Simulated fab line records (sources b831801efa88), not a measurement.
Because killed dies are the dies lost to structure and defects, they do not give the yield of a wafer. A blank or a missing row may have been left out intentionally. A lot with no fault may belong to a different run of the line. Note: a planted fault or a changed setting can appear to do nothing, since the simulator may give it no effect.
Chamber matching + flow gf180mcu + cmp-01 running GF_V1_CMP_26: 4 sister chambers
The step polishes, stops on SiO2, t overpolish 15 s, target thk 0 nm. 4 wafers are shown with their chamber, then 12 later ones without.

== WAFERS WITH THEIR CHAMBER ==
| wafer  | chamber | motor_current_A (A) |
|--------|---------|---------------------|
| L088.3 | 1       | 11.5                |
| L090.3 | 0       | 11.6                |
| L090.5 | 3       | 10.5                |
| L090.6 | 2       | 10.5                |

== WAFERS MISSING THEIR CHAMBER ==
| wafer  | motor_current_A (A) |
|--------|---------------------|
| L091.2 | 10.2                |
| L091.3 | 11.8                |
| L091.4 | 11.3                |
| L093.2 | 10.7                |
| L093.3 | 10.2                |
| L093.5 | 11.7                |
| L095.2 | 11.7                |
| L095.4 | 11.0                |
| L095.6 | 10.5                |
| L097.1 | 11.1                |
| L097.2 | 10.7                |
| L097.4 | 10.9                |

== WHICH CHAMBER EACH WENT THROUGH ==
| wafer  | from the rows above               | in truth |
|--------|-----------------------------------|----------|
| L091.2 | can't be placed: 2 or 3           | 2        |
| L091.3 | can't be placed: 0 or 1           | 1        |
| L091.4 | can't be placed: 1 or 0           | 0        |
| L093.2 | can't be placed: 2 or 3           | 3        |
| L093.3 | can't be placed: 2 or 3           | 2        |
| L093.5 | can't be placed: 0 or 1           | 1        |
| L095.2 | can't be placed: 0 or 1           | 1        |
| L095.4 | can't be placed: 1 or 2 or 3 or 0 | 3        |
| L095.6 | can't be placed: 2 or 3           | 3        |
| L097.1 | can't be placed: 1 or 0 or 2 or 3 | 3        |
| L097.2 | can't be placed: 2 or 3           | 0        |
| L097.4 | can't be placed: 2 or 3 or 1 or 0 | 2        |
Correctly placed: 0 of 12. These rows do not allow placing 12 (true chamber among the candidates in 11). Wrongly placed: 0.
How it was worked out, from the rows above alone: a wafer's distance from a chamber is the root of the sum, over the readings, of the square of ((its reading less the chamber's mean) divided by the reading's scatter). The wafer belongs to the nearest chamber; if the next one is less than 2 further off, it can't be placed. A chamber's mean is the mean of its shown wafers. The scatter (one wafer shown for each chamber): square how far every hidden wafer sits from the nearest shown wafer, average those squares and take the square root.
